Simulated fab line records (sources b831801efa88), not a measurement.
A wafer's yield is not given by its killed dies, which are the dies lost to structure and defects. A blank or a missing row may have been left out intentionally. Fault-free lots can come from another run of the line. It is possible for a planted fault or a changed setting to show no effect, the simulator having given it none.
Which of the tools did it? | flow sky130 | at 1 step of a route of 708, 12 lots with 36 wafers sampled

== WHAT THE GAUGES SHOWED, per wafer ==
SKY_NWELL_TW_MEAS_15.
lot  | measured     | on            | NWELL_TW
L075 | day 5 06:47  | film_metro-04 | 1833 1838 1827
L077 | day 5 12:36  | film_metro-04 | 1833 1846 1840
L079 | day 5 18:43  | film_metro-03 | 1818 1824 1809
L081 | day 6 08:09  | film_metro-03 | 1815 1807 1811
L082 | day 6 16:41  | film_metro-04 | 1840 1830 1842
L085 | day 7 04:43  | film_metro-04 | 1840 1826 1826
L087 | day 7 23:46  | film_metro-03 | 1810 1821 1814
L089 | day 8 07:01  | film_metro-03 | 1809 1809 1810
L091 | day 8 17:36  | film_metro-02 | 1854 1844 1849
L093 | day 9 13:53  | film_metro-02 | 1848 1845 1837
L095 | day 9 18:46  | film_metro-04 | 1839 1828 1834
L097 | day 10 05:14 | film_metro-03 | 1810 1815 1810

== TOOL THAT RAN EACH LOT (tool first, then ch and the chambers of the sampled wafers, then the start) ==
The record shows no process step preceding these readings.

== THE ANSWER, worked out from the rows above alone ==
Rule: what is usual is taken from the lots themselves. Put in order of their means at a reading, lots are off if they are a third of the lots or fewer, leave a main group of 4 or more, and stand apart from it by a gap of 3 or more times the standard deviation of the main group's means; of several such gaps the widest counts. If all means in a main group match to the digits the tables above print for the reading, that group is not used. Also off: a lot with no number at a reading for which 4 or more lots have one. All remaining lots with rows at the step are treated as sound.
None of the lots is off at any reading shown; this tells nothing.

== WHAT THE SIMULATOR PUT IN ==
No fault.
